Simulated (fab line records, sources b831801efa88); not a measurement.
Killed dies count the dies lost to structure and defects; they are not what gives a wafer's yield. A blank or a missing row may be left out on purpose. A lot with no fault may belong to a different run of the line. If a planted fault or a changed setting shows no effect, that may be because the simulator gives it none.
2 desks, one fault / flow sky130 / every desk sees just its own numbers, and what lay behind them comes last

== METROLOGY DESK ==
What the gauges read, lot by lot, whatever tool the lot ran on: means of the sampled wafers that have a number. If a lot's mean is further than 4 standard deviations from the usual mean, the lot is out of limits and carries the mark OUT (the distance appears in the brackets).
Columns: A = NWELL_2_TW at SKY_NWELL_TW_MEAS_26, usual 500
lot=L142; first seen here=day 5 05:01; A=500
lot=L144; first seen here=day 5 16:34; A=495
lot=L145; first seen here=day 6 23:58; A=497
lot=L148; first seen here=day 7 11:06; A=504
lot=L151; first seen here=day 7 20:11; A=505
lot=L154; first seen here=day 8 11:42; A=487 (-4.2) OUT
lot=L153; first seen here=day 8 12:01; A=501
lot=L155; first seen here=day 8 16:58; A=490
lot=L159; first seen here=day 9 13:33; A=503
lot=L160; first seen here=day 9 20:34; A=499
lot=L165; first seen here=day 11 02:46; A=500
This desk's finding: out of limits on L154; first on L154, day 8 11:42 (NWELL_2_TW at SKY_NWELL_TW_MEAS_26). L142, L144, L145, L148, L151, L153, L155, L159, L160, L165 stayed within limits.

== AT THE TOOL OWNER'S DESK: implanter-01 ==
SKY_NWELL_IMPLANT_24, tool's own readings: per-lot mean of the sampled wafers with a number, covering each lot this tool ran. If a lot's mean is further than 4 standard deviations from the usual mean, the lot is out of limits and carries the mark OUT (the distance appears in the brackets).
Columns: A = beamOnS at SKY_NWELL_IMPLANT_24, usual 9.99 s
lot=L145; first seen here=day 6 23:45; A=10.05
lot=L151; first seen here=day 7 19:58; A=9.81
lot=L154; first seen here=day 8 11:27; A=9.95
lot=L155; first seen here=day 8 16:43; A=10.23
lot=L165; first seen here=day 11 02:31; A=9.75
Finding of this desk: none of the 5 lots has anything out of limits.

== PUT TOGETHER ==
On L154, the metrology desk was in a position to raise an alarm at day 8 11:42.
Nothing out of limits was seen by the tool owner's desk.
On record at the tool owner's desk: L154, within its limits.
Every lot named ran SKY_NWELL_IMPLANT_24 on implanter-01.

== WHAT HAD BEEN PUT IN BY THE SIMULATOR ==
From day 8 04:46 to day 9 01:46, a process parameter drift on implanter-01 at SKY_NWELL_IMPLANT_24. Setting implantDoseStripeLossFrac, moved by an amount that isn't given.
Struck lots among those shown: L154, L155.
Delay in hours, fault start to first out-of-limits reading, per desk: metrology desk 7.
